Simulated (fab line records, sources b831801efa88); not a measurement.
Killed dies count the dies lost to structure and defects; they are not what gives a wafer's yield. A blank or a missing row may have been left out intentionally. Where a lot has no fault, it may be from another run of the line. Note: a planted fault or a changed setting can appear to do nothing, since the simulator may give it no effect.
fab line records	flow sky130
record lots=10	wafers=30	lastDay=49
route steps=708 shown POLY_GATE@204 METAL2@488 CAPM@549
lots that met no fault: from a run of the same line without faults
startH: hours from the record's opening day to when the first of the lot's shown wafers began	waitH: hours elapsed since this lot's preceding step	" repeats the value in the row above	L1.1+2: a single row standing in for several wafers	- value missing, or start not given	* or withheld: withheld	< > ~ a bound
route shown NAME@n: a module of which the file shows steps, and the number in the route of the first	usual: the fault-free wafers' mean and standard deviation	same: alike in all rows	chamber/n: place in a boat	sites: the reading at each site	_std_site: their standard deviation	_edge_site: the outer-site mean with the inner-site mean subtracted	radiusMm: how far each site lies from the wafer's centre	mask NAME#n: copy n	behind: the last tool/chamber to shape the wafer	hold: why the lot went on hold/how many hours it stayed there/how the hold came to an end	device: names the non-switching transistor (n, p or np)	end of line: the same wafers' tests at the end of the route	a step given without rows: its recipe and nothing more	killed: not the wafer's yield, but the dies lost to structure and defects at the first sort	map: per-die view of a wafer (x killed, . not killed, _ where there is no die)
set.NAME: the setting as run; set.NAME@STEP: as run at that earlier step	model.NAME: the simulator's own value behind a step, which no gauge read
route steps across a sampled set of lots; one table per step, one row per wafer
services: from which hour (startH, from the record's first day; less than 0 if before it) a tool's chamber was out of use, for how many hours, and why
## steps
# step SKY_POLY_GATE_CVD_00
# recipe material=poly-Si	targetThkNm=180	tempC=620	timeS=720	pressureMtorr=200
# usual spikeTcBottomC=642.3/1.2	spikeTcCentreC=621.6/1.1	spikeTcLowerC=620.4/1.3	spikeTcTopC=635/3.8	spikeTcUpperC=618.9/1.2
# same timeS=720
lot.wafer	tool	chamber	startH	waitH	spikeTcBottomC	spikeTcCentreC	spikeTcLowerC	spikeTcTopC	spikeTcUpperC
L635.3	lpcvd-01	1	317.93	0.0	644.5	622.7	620.5	638	616.1
L635.4	"	1	"	"	643.2	623.7	621.4	639	616.8
L635.5	"	1	"	"	642.4	621.6	621.2	639	619.8
L636.1	lpcvd-01	1	326.06	0.0	643.0	621.4	620.2	637	618.5
L636.3	"	1	"	"	642.4	622.3	621.8	639	615.7
L636.4	"	1	"	"	644.4	621.6	620.9	638	617.4
L638.1	lpcvd-01	0	343.78	0.0	642.7	620.1	620.2	632	619.5
L638.2	"	0	"	"	642.5	622.6	618.0	631	618.9
L638.3	"	0	"	"	642.1	620.2	619.9	631	619.6
L639.1	lpcvd-01	0	354.51	0.0	640.4	622.8	618.0	632	619.2
L639.2	"	0	"	"	643.1	620.8	619.7	633	618.6
L639.6	"	0	"	"	641.2	620.8	619.8	634	619.9
L642.1	lpcvd-01	1	401.47	0.0	644.7	621.7	620.0	638	617.4
L642.3	"	1	"	"	642.0	623.1	622.3	638	618.1
L642.5	"	1	"	"	641.7	620.8	624.0	640	619.1
L646.3	lpcvd-01	0	420.57	0.0	640.2	619.7	619.8	631	619.2
L646.4	"	0	"	"	640.6	621.6	618.9	632	622.0
L646.6	"	0	"	"	642.5	621.6	619.2	631	618.5
L647.2	lpcvd-01	0	427.23	0.0	643.2	621.7	619.2	631	619.5
L647.3	"	0	"	"	641.4	620.3	620.5	631	618.6
L647.6	"	0	"	"	641.6	620.3	619.9	631	619.5
L648.4	lpcvd-01	0	436.43	0.0	633.2	611.6	610.7	622	612.6
L648.5	"	0	"	"	633.6	613.1	610.4	621	611.8
L648.6	"	0	"	"	632.9	611.9	612.2	623	611.2
L649.1	lpcvd-01	1	443.92	0.0	636.1	613.8	613.6	630	610.1
L649.3	"	1	"	"	633.3	613.5	613.1	632	610.1
L649.5	"	1	"	"	632.6	613.7	611.5	630	608.3
L650.1	lpcvd-01	1	451.56	0.0	635.7	614.0	612.4	631	608.7
L650.2	"	1	"	"	632.8	613.6	610.9	631	610.5
L650.5	"	1	"	"	635.7	611.9	612.0	630	610.1
# step SKY_POLY_GATE_THK_MEAS_01
# recipe reads=poly-Si_of_POLY_GATE_CVD_00
# usual POLY_GATE_CVD_00_THK=180.5/1.4
lot.wafer	tool	chamber	startH	waitH	POLY_GATE_CVD_00_THK[nm]
L635.3	filmMetro-03	-	319.15	0.0	179.1
L635.4	"	-	"	"	181.1
L635.5	"	-	"	"	178.2
L636.1	filmMetro-02	-	327.26	0.0	182.6
L636.3	"	-	"	"	181.3
L636.4	"	-	"	"	181.8
L638.1	filmMetro-01	-	344.98	0.0	179.5
L638.2	"	-	"	"	178.6
L638.3	"	-	"	"	180.1
L639.1	filmMetro-02	-	355.71	0.0	180.2
L639.2	"	-	"	"	180.1
L639.6	"	-	"	"	179.7
L642.1	filmMetro-03	-	402.67	0.0	181.5
L642.3	"	-	"	"	181.0
L642.5	"	-	"	"	180.5
L646.3	filmMetro-01	-	421.79	0.0	180.6
L646.4	"	-	"	"	180.4
L646.6	"	-	"	"	179.7
L647.2	filmMetro-01	-	428.44	0.0	178.6
L647.3	"	-	"	"	179.5
L647.6	"	-	"	"	179.7
L648.4	filmMetro-01	-	437.66	0.0	149.1
L648.5	"	-	"	"	150.6
L648.6	"	-	"	"	149.3
L649.1	filmMetro-01	-	445.12	0.0	150.6
L649.3	"	-	"	"	150.9
L649.5	"	-	"	"	151.3
L650.1	filmMetro-03	-	452.76	0.0	146.5
L650.2	"	-	"	"	145.2
L650.5	"	-	"	"	145.3
# step SKY_POLY_GATE_ETCH_17
# recipe targetDepthNm=180	stopOn=SiO2	overEtchFrac=0.56667	chemistry=HBr/Cl2	target=poly-Si	icpW=400	biasW=100	pressureMtorr=10	HBr_flow_sccm=150	Cl2_flow_sccm=50	timeS=70.5
# usual HBr_flow_sccm=150.0/0.41	drypumpMotorCurrentA=5.6/0.57	oesProductAu=0.988/0.0078	rfFwdPowerW=396.9/1.6	throttleValvePct=33.683/0.0083
# same timeS=70.5
lot.wafer	tool	chamber	startH	waitH	HBr_flow_sccm	drypumpMotorCurrentA	oesProductAu	rfFwdPowerW	rfHoursCounterH	throttleValvePct
L635.3	rieSi-02	0	378.95	0.0	149.9	5.0	0.975	394.3	5	33.687
L635.4	"	0	"	"	150.4	5.0	0.987	395.2	-	33.683
L635.5	"	2	"	"	149.8	5.9	0.979	397.3	-	33.678
L636.1	rieSi-01	3	386.35	0.0	150.5	6.6	0.991	398.4	0	33.685
L636.3	"	2	"	"	150.4	5.0	0.996	398.4	3	33.672
L636.4	"	1	"	"	150.0	5.9	0.988	397.0	12	33.678
L638.1	rieSi-01	0	404.00	0.0	149.7	4.8	0.990	394.7	51	33.696
L638.2	"	3	"	"	150.3	6.6	0.988	395.2	1	33.675
L638.3	"	1	"	"	149.6	6.0	0.999	396.4	12	33.690
L639.1	rieSi-02	0	414.05	0.0	150.4	5.0	0.973	392.9	5	33.679
L639.2	"	3	"	"	149.9	6.1	0.990	396.3	3	33.686
L639.6	"	1	"	"	150.3	5.9	0.996	395.8	-	33.689
L642.1	rieSi-02	0	466.70	0.0	149.3	5.0	0.981	397.3	6	33.680
L642.3	"	1	"	"	149.7	5.9	1.004	398.5	0	33.672
L642.5	"	2	"	"	150.3	5.9	0.992	396.7	-	33.678
L646.3	rieSi-01	2	485.85	0.0	149.9	5.0	0.995	394.6	4	33.691
L646.4	"	3	"	"	149.5	6.6	0.977	396.4	1	33.677
L646.6	"	0	"	"	150.2	4.9	0.987	396.4	-	33.683
L647.2	rieSi-02	3	492.55	0.0	149.6	6.1	0.992	398.7	3	33.694
L647.3	"	2	"	"	149.2	5.9	0.973	395.5	6	33.691
L647.6	"	1	"	"	149.9	5.9	0.998	398.4	-	33.678
L648.4	rieSi-01	0	501.20	0.0	150.1	4.8	0.874	395.7	51	33.666
L648.5	"	1	"	"	150.0	6.0	0.882	397.9	-	33.670
L648.6	"	2	"	"	150.0	5.0	0.871	395.4	-	33.679
L649.1	rieSi-02	1	510.04	0.0	149.6	5.8	0.875	397.8	0	33.691
L649.3	"	2	"	"	149.3	5.9	0.884	398.6	6	33.679
L649.5	"	0	"	"	149.8	5.0	0.878	397.8	-	33.674
L650.1	rieSi-01	3	514.65	0.0	150.4	6.6	0.858	398.8	1	33.676
L650.2	"	0	"	"	150.0	4.8	0.860	397.5	51	33.691
L650.5	"	2	"	"	149.7	5.0	0.856	395.5	-	33.689
# step SKY_METAL2_RS_MEAS_05
# recipe thkMeasGauge=four-point-probe	reads=TiN_of_METAL2_SPUTTER_04+Ti_of_METAL2_SPUTTER_03+AlCu_of_METAL2_SPUTTER_02+TiN_of_METAL2_SPUTTER_01+Ti_of_METAL2_SPUTTER_00
# usual METAL2_ALCU_RS=0.1262/0.0014
lot.wafer	tool	chamber	startH	waitH	METAL2_ALCU_RS[ohm/sq]
L635.3	filmMetro-03	-	803.06	0.1	0.1252
L635.4	"	-	"	"	0.1268
L635.5	"	-	"	"	0.1253
L636.1	filmMetro-02	-	810.01	0.0	0.1285
L636.3	"	-	"	"	0.1284
L636.4	"	-	"	"	0.1249
L638.1	filmMetro-04	-	826.87	0.0	0.1284
L638.2	"	-	"	"	0.1256
L638.3	"	-	"	"	0.1245
L639.1	filmMetro-04	-	836.72	0.0	0.1256
L639.2	"	-	"	"	0.1261
L639.6	"	-	"	"	0.1240
L642.1	filmMetro-03	-	885.65	0.0	0.1233
L642.3	"	-	"	"	0.1241
L642.5	"	-	"	"	0.1248
L646.3	filmMetro-03	-	894.61	0.1	0.1254
L646.4	"	-	"	"	0.1272
L646.6	"	-	"	"	0.1261
L647.2	filmMetro-03	-	898.55	0.0	0.1253
L647.3	"	-	"	"	0.1240
L647.6	"	-	"	"	0.1261
L648.4	filmMetro-02	-	909.08	0.1	0.1253
L648.5	"	-	"	"	0.1252
L648.6	"	-	"	"	0.1247
L649.1	filmMetro-03	-	915.71	0.0	0.1250
L649.3	"	-	"	"	0.1257
L649.5	"	-	"	"	0.1240
L650.1	filmMetro-02	-	917.89	0.0	0.1269
L650.2	"	-	"	"	0.1252
L650.5	"	-	"	"	0.1268
# step SKY_METAL2_ETCH_18
# recipe chemistry=N2/H2	target=BARC	ionEnergyEv=200	biasW=100	pressureMtorr=30	n2FlowSccm=100	h2FlowSccm=200	icpW=500	stopOn=SiO2	timeS=45.9	targetDepthA=600
# usual drypumpMotorCurrentA=5.7/0.43	oesProductAu=0.856/0.0048	rfFwdPowerW=495.2/2.5	throttleValvePct=13.225/0.0094
# same timeS=45.9
lot.wafer	tool	chamber	startH	waitH	drypumpMotorCurrentA	oesProductAu	rfFwdPowerW	rfHoursCounterH	throttleValvePct
L635.3	rieMetal-03	0	829.99	0.0	5.4	0.854	498.1	-	13.220
L635.4	"	1	"	"	5.6	0.851	491.3	-	13.225
L635.5	"	0	"	"	5.4	0.855	496.8	-	13.234
L636.1	rieMetal-01	0	837.15	0.0	5.1	0.848	496.0	4	13.230
L636.3	"	0	"	"	5.1	0.858	495.1	-	13.234
L636.4	"	1	"	"	6.0	0.859	498.3	-	13.211
L638.1	rieMetal-02	0	854.10	0.0	6.6	0.860	492.0	17	13.210
L638.2	"	1	"	"	6.1	0.848	491.8	13	13.234
L638.3	"	0	"	"	6.6	0.843	493.4	-	13.224
L639.1	rieMetal-03	0	863.88	0.1	5.4	0.864	494.9	9	13.217
L639.2	"	0	"	"	5.4	0.853	494.7	-	13.226
L639.6	"	0	"	"	5.4	0.850	496.7	-	13.221
L642.1	rieMetal-02	0	911.20	0.0	6.6	0.855	496.1	20	13.244
L642.3	"	1	"	"	6.0	0.857	493.2	-	13.213
L642.5	"	1	"	"	6.1	0.854	494.3	-	13.220
L646.3	rieMetal-03	1	919.57	0.0	5.5	0.858	494.0	-	13.213
L646.4	"	0	"	"	5.4	0.851	495.5	-	13.230
L646.6	"	1	"	"	5.6	0.856	493.7	-	13.222
L647.2	rieMetal-01	1	923.95	0.1	6.0	0.859	500.8	-	13.231
L647.3	"	1	"	"	6.0	0.851	500.1	-	13.230
L647.6	"	1	"	"	6.0	0.858	500.9	-	13.244
L648.4	rieMetal-02	0	934.52	0.0	6.5	0.856	494.5	-	13.231
L648.5	"	1	"	"	6.1	0.858	494.8	-	13.213
L648.6	"	0	"	"	6.6	0.856	496.8	-	13.222
L649.1	rieMetal-03	0	940.55	0.0	5.4	0.856	495.4	14	13.235
L649.3	"	1	"	"	5.6	0.853	491.7	-	13.223
L649.5	"	0	"	"	5.4	0.855	496.2	-	13.221
L650.1	rieMetal-03	0	943.59	0.0	5.4	0.864	498.9	14	13.224
L650.2	"	1	"	"	5.6	0.858	494.2	3	13.229
L650.5	"	1	"	"	5.6	0.858	493.9	-	13.241
# step SKY_CAPM_OVL_MEAS_12
# usual CAPM_OVL=-0.2/1.6
lot.wafer	tool	chamber	startH	waitH	CAPM_OVL[nm]
L635.3	overlay-01	-	884.67	0.1	-1.5
L635.4	"	-	"	"	0.3
L635.5	"	-	"	"	0.3
L636.1	overlay-01	-	893.26	0.1	-0.5
L636.3	"	-	"	"	0.2
L636.4	"	-	"	"	-1.1
L638.1	overlay-01	-	908.65	0.1	1.6
L638.2	"	-	"	"	1.4
L638.3	"	-	"	"	0.8
L639.1	overlay-01	-	916.71	0.1	-1.0
L639.2	"	-	"	"	-1.2
L639.6	"	-	"	"	-1.2
L642.1	overlay-01	-	963.76	0.1	-0.3
L642.3	"	-	"	"	0.0
L642.5	"	-	"	"	0.6
L646.3	overlay-01	-	971.27	0.1	-0.3
L646.4	"	-	"	"	-0.1
L646.6	"	-	"	"	0.4
L647.2	overlay-01	-	975.16	0.1	-1.8
L647.3	"	-	"	"	-1.5
L647.6	"	-	"	"	-0.3
L648.4	overlay-02	-	985.48	0.1	0.1
L648.5	"	-	"	"	0.9
L648.6	"	-	"	"	0.5
L649.1	overlay-02	-	991.71	0.1	-0.2
L649.3	"	-	"	"	-1.0
L649.5	"	-	"	"	-2.1
L650.1	overlay-02	-	993.76	0.1	1.0
L650.2	"	-	"	"	1.8
L650.5	"	-	"	"	1.3
## services
tool	chamber	startH	hours	kind
lpcvd-01	-	327.26	2.8	pm
rieMetal-03	1	343.65	1.5	repair
rieSi-02	1	363.29	22.9	repair
rieSi-02	1	390.54	12.4	repair
rieSi-02	0	395.64	4.0	repair
lpcvd-01	-	411.28	4.1	repair
rieSi-01	0	412.38	12.6	repair
rieSi-01	2	412.48	3.3	repair
rieSi-02	1	422.69	2.1	repair
rieSi-02	-	481.12	0.8	repair
rieSi-02	3	520.16	3.4	repair
rieSi-01	3	563.78	9.3	repair
rieSi-02	3	566.65	2.8	repair
rieMetal-03	1	588.92	35.3	repair
rieSi-02	-	589.91	2.8	pm
rieMetal-03	-	603.57	1.5	repair
rieSi-02	3	629.99	7.5	repair
rieSi-01	-	633.06	2.8	pm
rieSi-02	1	641.56	7.0	repair
rieSi-02	3	677.57	9.0	repair
lpcvd-01	-	682.72	6.1	pm
lpcvd-01	-	692.30	1.5	repair
rieSi-02	-	723.32	14.6	pm
lpcvd-01	-	802.07	6.0	pm
## key
firstSign step=SKY_POLY_GATE_CVD_00	reading=spikeTcCentreC	direction=down	sigmas=8.2	usual=621.6	struck=613.0
effect step=SKY_POLY_GATE_CVD_00	reading=spikeTcUpperC	direction=down	sigmas=7.1	usual=618.9	struck=610.4
effect step=SKY_POLY_GATE_THK_MEAS_01	reading=POLY_GATE_CVD_00_THK	direction=down	sigmas=23	usual=180.5	struck=148.8
effect step=SKY_POLY_GATE_ETCH_17	reading=oesProductAu	direction=down	sigmas=15	usual=0.988	struck=0.871
metAt SKY_POLY_GATE_CVD_00
struckLots L648,L649,L650
testerLeftOut L648,L649,L650
notActingAt SKY_METAL2_RS_MEAS_05,SKY_METAL2_ETCH_18,SKY_CAPM_OVL_MEAS_12
onsetBetween 427.23 436.43
fault kind=processParameterDrift	tool=lpcvd-01	chamber=-	onsetH=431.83	steps=SKY_POLY_GATE_CVD_00	channel=tempC	offset=*	shape=step	endH=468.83	stated=*
# testerLeftOut: of these lots the tester's yield and bins aren't shown, on N5 and GAA mostly nor the transistor test; their killed dies are dies lost to structure and defects alone, not to doping, threshold or leakage, so they don't give the yield
